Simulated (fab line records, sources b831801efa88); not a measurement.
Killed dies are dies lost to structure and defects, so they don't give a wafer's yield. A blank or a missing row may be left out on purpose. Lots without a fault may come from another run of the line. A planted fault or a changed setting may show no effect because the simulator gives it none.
Chamber matching | flow sky130 | SKY_LI_CONTACT_ETCH_15 on rie_diel-04: 4 sister chambers
The step etches PSG in C4F8/O2/Ar, stops on Si, target depth 600 nm. 4 wafers are shown with their chamber, then 8 later ones without.

WAFERS WITH THEIR CHAMBER
wafer  | chamber | oes_product_au (a.u.)
L082.1 | 0       | 0.834
L082.2 | 3       | 0.839
L083.4 | 1       | 0.832
L084.2 | 2       | 0.839

WAFERS WITHOUT THEIR CHAMBER
wafer  | oes_product_au (a.u.)
L084.4 | 0.838
L084.5 | 0.832
L087.1 | 0.841
L087.2 | 0.837
L087.5 | 0.836
L092.1 | 0.839
L092.5 | 0.837
L092.6 | 0.835

WHICH CHAMBER EACH WENT THROUGH
wafer  | from the rows above               | in truth
L084.4 | can't be placed: 2 or 3           | 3
L084.5 | can't be placed: 1 or 0           | 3
L087.1 | can't be placed: 2 or 3           | 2
L087.2 | can't be placed: 2 or 3 or 0      | 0
L087.5 | can't be placed: 0 or 2 or 3 or 1 | 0
L092.1 | can't be placed: 2 or 3           | 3
L092.5 | can't be placed: 2 or 3 or 0      | 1
L092.6 | can't be placed: 0 or 1           | 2
Placed correctly: 0 of 8. Can't be placed from these rows: 8 (the true chamber is among the candidates in 5). Placed wrongly: 0.
How it was worked out, from the rows above alone: a wafer's distance from a chamber is the root of the sum, over the readings, of the square of ((its reading less the chamber's mean) divided by the reading's scatter). The wafer belongs to the nearest chamber; if the next one is less than 2 further off, it can't be placed. A chamber's mean is the mean of its shown wafers. The scatter: with one shown wafer a chamber, the root of the mean of the squares of how far each hidden wafer lies from its nearest shown one.
